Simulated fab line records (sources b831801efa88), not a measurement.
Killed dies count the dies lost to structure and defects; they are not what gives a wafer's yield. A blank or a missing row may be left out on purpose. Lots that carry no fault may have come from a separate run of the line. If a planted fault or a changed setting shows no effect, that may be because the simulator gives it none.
A struck lot beside a sound one	flow sky130	18 out of 708 route steps
Sound: the wafers L785.1, L785.4, L785.5. The struck wafers were L796.1, L796.5, L796.6. The cause is named last.
Per side, at each step with rows, come the tool, then ch with its chambers, and then its first start. Under that, the readings that differ: sound wafers	struck wafers	difference of the means	sigmas: that difference in standard deviations of wafers without a fault.
alike: readings whose means differ by less than 2 such deviations, and words and numbers that are the same on both sides. not compared: withheld readings, readings that some wafer has no value for, bounds like >300 that may hide the same value, and numbers for which the record gives no deviation and whose values overlap.
A row with sigmas, a row that says differs or no value, or rows on one side alone: a step with any of these is where the two part. Numbers that have no deviation but don't overlap get no sigmas and don't part them. A reading missing from all wafers of one side parts the sides only when that side holds two or more wafers.

SKY_METAL1_STRIP_20: strips in O2/N2.
  sound on plasmaAsher-02 ch 0, day 34 07:22; struck on plasmaAsher-03 ch 0,1, day 38 03:05
  alike: drypumpMotorCurrentA, oesProductAu, stripTimeToEndpointS
  not compared: rfHoursCounterH
then, 4 steps without rows for these wafers: SKY_METAL1_STRIP_21 (strips in post etch residue remover, time 1200 s); SKY_METAL1_CLEAN_22 (cleans in IPA, time 180 s); SKY_METAL1_CLEAN_23 (cleans in O3/DIW); SKY_VIA1_HDPCVD_00 (deposits SiO2, target thk 1030 nm, time 171.7 s).
SKY_VIA1_THK_MEAS_01:
  sound on filmMetro-04 at day 34 08:04; struck on filmMetro-03 at day 38 03:49
  alike: VIA1_HDPCVD_THK
SKY_VIA1_CMP_02: polishes SiO2.
  sound on cmp-02 ch 0,2,3, day 34 08:08; struck on cmp-02 ch 0,1,2, day 38 04:02
  alike: motorCurrentA
SKY_VIA1_BOW_MEAS_03:
  sound on filmMetro-04 at day 34 08:26; struck on filmMetro-04 at day 38 04:11
  alike: VIA1_BOW
then, 4 steps without rows for these wafers: SKY_VIA1_DEHYDRATE_04 (time 60 s); SKY_VIA1_HMDS_05 (prime time 60 s); SKY_VIA1_COAT_06 (resist thk 60 nm); SKY_VIA1_COAT_07 (resist thk 450 nm).
SKY_VIA1_SOFTBAKE_08: time 90 s.
  sound on lithoTrack-01 ch 0, day 34 21:00; struck on lithoTrack-01 ch 0, day 38 17:00
reading	sound	struck	difference	sigmas
heaterPowerTotalW (W)	57.43 57.51 57.21	54.23 54.17 54.26	-3.16	-26
plateTempC (C)	99.87 100.21 100.08	95.87 96.07 96.08	-4.05	-34
then, 2 steps without rows for these wafers: SKY_VIA1_EXPOSE_09 (exposes mask VIM, target cd 150 nm); SKY_VIA1_PEB_10.
SKY_VIA1_DEVELOP_11: develop time 60 s.
  sound: lithoTrack-03 ch 0; struck: lithoTrack-03 ch 0
reading	sound	struck	difference	sigmas
model.KrF-thick_of_VIA1_COAT_07.thkNm (nm)	432.4 432.6 433.8	440.6 439.7 441.7	+7.7	
SKY_VIA1_CD_MEAS_12: the cd target is 150 nm.
  sound on cdSem-02 at day 35 10:29; struck on cdSem-02 at day 39 05:35
  alike: cdNm
SKY_PAD_OPEN_PROBE_99:
  the record holds rows for the sound wafers here (prober-01, day 46 23:21) but none for the struck ones

## WHERE THEY PART
Last at SKY_PAD_OPEN_PROBE_99 as far as this record goes, first at SKY_VIA1_SOFTBAKE_08.

WHY: what the simulator had put in
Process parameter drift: lithoTrack-01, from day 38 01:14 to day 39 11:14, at SKY_VIA1_SOFTBAKE_08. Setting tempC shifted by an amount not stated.
